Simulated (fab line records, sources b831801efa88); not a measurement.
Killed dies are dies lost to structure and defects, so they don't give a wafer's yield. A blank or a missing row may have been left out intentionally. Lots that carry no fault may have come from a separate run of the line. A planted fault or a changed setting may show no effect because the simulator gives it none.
A struck lot beside a sound one / flow gf180mcu / 17 steps out of a route of 602
Sound: wafers L595.2, L595.4, L595.6. Struck: wafer L602.3. (L602.1, L602.4 of the same lot were not struck and are left out.) The cause comes at the end.
Order at every step that has rows: each side's tool, ch and its chambers, its first start. Under that, the readings that differ: sound wafers / struck wafers / difference of the means / sigmas: that difference in standard deviations of wafers without a fault.
alike: same words and numbers on both sides, and readings whose means sit less than 2 such deviations apart. not compared: any withheld reading, any reading some wafer has no value for, any bound like >300 that may hide the same value, and any number with overlapping values for which the record gives no deviation.
Wherever a step has rows on one side only, a row that says differs or no value, or a row with sigmas, the two part there. Numbers that have no deviation but don't overlap get no sigmas and don't part them. A reading missing from all wafers of one side parts the sides only when that side holds two or more wafers.

first, 4 steps without rows for these wafers: GF_SAB_SOFTBAKE_05 (time 60 s); GF_SAB_EXPOSE_06 (exposes mask SAB, target cd 420 nm); GF_SAB_PEB_07; GF_SAB_DEVELOP_08 (develop time 60 s).
GF_SAB_CD_MEAS_09: the cd target is 420 nm.
  sound: cd sem-01 at day 16 06:22; struck: cd sem-02 at day 19 11:15
  alike: cd nm
GF_SAB_OVL_MEAS_10:
  sound: overlay-02 at day 16 06:28; struck: overlay-02 at day 19 11:22
reading=SAB_OVL (nm); sound=-2.0 -0.4 -0.3; struck=2.9; difference=+3.8; sigmas=+2
GF_SAB_ETCH_11: etches SiO2 in C4F8/O2/Ar, target depth 55 nm, time 8.5 s.
  sound on rie diel-04 ch 0,3, day 16 06:30; struck on rie diel-01 ch 1, day 19 11:24
reading=bias w (W); sound=1205 1210 1210; struck=1200; difference=-8; sigmas=-2
  alike: oes product au
  not compared: rf hours counter h
then, 1 step without rows for these wafers: GF_SAB_WET_ETCH_12 (etches SiO2 in dHF, target depth 22 nm, time 440 s).
GF_SAB_STRIP_13: strips in O2/N2.
  sound on plasma asher-02 ch 0,1, day 16 06:40; struck on plasma asher-02 ch 0, day 19 11:33
  alike: drypump motor current A, heater power w, oes product au, strip time to endpoint s
  not compared: rf hours counter h
then, 2 steps without rows for these wafers: GF_SALICIDE_CLEAN_00 (cleans in SC1/SC2, time 150 s); GF_SALICIDE_WET_ETCH_01 (etches SiO2 in dHF, target depth 5 nm, time 100 s).
GF_SALICIDE_SPUTTER_02: material Co, target thk 10 nm, time 20 s.
  sound: pvd sputter-01 at day 16 06:51; struck: pvd sputter-01 at day 19 11:44
  alike: throttle valve pct
GF_SALICIDE_SPUTTER_03: material TiN, target thk 20 nm, time 16.7 s.
  sound: pvd sputter-01 at day 16 06:53; struck: pvd sputter-01 at day 19 11:46
reading=model.TiN_of_SALICIDE_SPUTTER_03.thk nm (nm); sound=20 20.05 20.2; struck=21.15; difference=+1.07; sigmas=
  alike: throttle valve pct
GF_SALICIDE_RS_MEAS_04: the measuring method here is four-point-probe.
  sound: film metro-02 at day 16 06:56; struck: film metro-04 at day 19 11:47
  alike: SALICIDE_TIN_RS
GF_SALICIDE_THK_MEAS_05: measures by xrf.
  sound: film metro-02 at day 16 07:02; struck: film metro-04 at day 19 12:08
reading=SALICIDE_TIN_THK (nm); sound=19.92 19.94 20.07; struck=21.02; difference=+1.04; sigmas=+5
  not compared: hold
GF_SALICIDE_RTA_06: time 30 s.
  sound on rtp anneal-02 ch 0, day 16 07:06; struck on rtp anneal-01 ch 0, day 19 17:42
reading=hold; sound=- - -; struck=await dispo/5.5h/release; difference=no value on the sound wafers; sigmas=
reading=lamp power pct (%); sound=6.9 6.8 6.9; struck=5.8; difference=-1.1; sigmas=-2
reading=wafer_temp_C_max; sound=532.0 532.0 531.2; struck=532.8; difference=+1.1; sigmas=+2
next, for these wafers, 1 step has no rows: GF_PASSIVATION_PROBE_99.

WHERE THEY PART
First at GF_SAB_OVL_MEAS_10; last, within this record, at GF_SALICIDE_RTA_06.

WHY: the cause the simulator had injected
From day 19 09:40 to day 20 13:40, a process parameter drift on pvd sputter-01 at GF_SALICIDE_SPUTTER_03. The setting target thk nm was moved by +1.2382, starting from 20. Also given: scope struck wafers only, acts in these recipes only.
